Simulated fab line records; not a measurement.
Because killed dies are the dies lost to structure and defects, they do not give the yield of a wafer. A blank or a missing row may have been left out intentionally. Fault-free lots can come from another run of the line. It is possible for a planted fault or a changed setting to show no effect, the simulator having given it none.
Matching of chambers    flow sfq line    SFQ_TRILAYER_I0_VIA_ETCH_VIA_ETCH_034 on rie diel-01 has 4 sister chambers
The step etches SiO2 in CHF3, stops on Nb, target depth 260 nm. 8 wafers are shown with their chamber, then 6 later ones without.

## WAFERS WITH THEIR CHAMBER
wafer   chamber  drypump motor current A (A)  oes product au (a.u.)
L818.4  3        6.3                          0.862
L819.4  0        5.5                          0.862
L819.5  1        5.4                          0.848
L822.3  3        6.2                          0.853
L822.4  2        5.3                          0.851
L822.6  2        5.3                          0.859
L824.2  0        5.4                          0.848
L824.3  1        5.4                          0.840

## WAFERS WHOSE CHAMBER IS MISSING
wafer   drypump motor current A (A)  oes product au (a.u.)
L824.6  5.4                          0.846
L830.4  5.4                          0.851
L830.5  5.3                          0.844
L830.6  6.3                          0.845
L834.3  6.2                          0.852
L834.4  5.3                          0.856

## WHICH CHAMBER EACH ONE RAN IN
wafer   from the rows above           in truth
L824.6  can't be placed: 1 or 0       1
L830.4  can't be placed: 1 or 0 or 2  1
L830.5  can't be placed: 2 or 1 or 0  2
L830.6  3                             3
L834.3  3                             3
L834.4  2                             2
Correctly placed: 3 of 6. From these rows, 3 cannot be placed; in 3 the true chamber is one of the candidates. Placed wrongly: 0.
How it was worked out, from the rows above alone: a wafer's distance from a chamber is the root of the sum, over the readings, of the square of ((its reading less the chamber's mean) divided by the reading's scatter). If the next closest chamber is less than 2 further off than the closest, the wafer can't be placed; otherwise it belongs to the closest. For every chamber, the mean is computed from those of its wafers that are shown. The scatter is the square root of a quotient: the sum, over the shown wafers, of each reading's squared deviation from its chamber's mean, divided by wafers minus chambers.
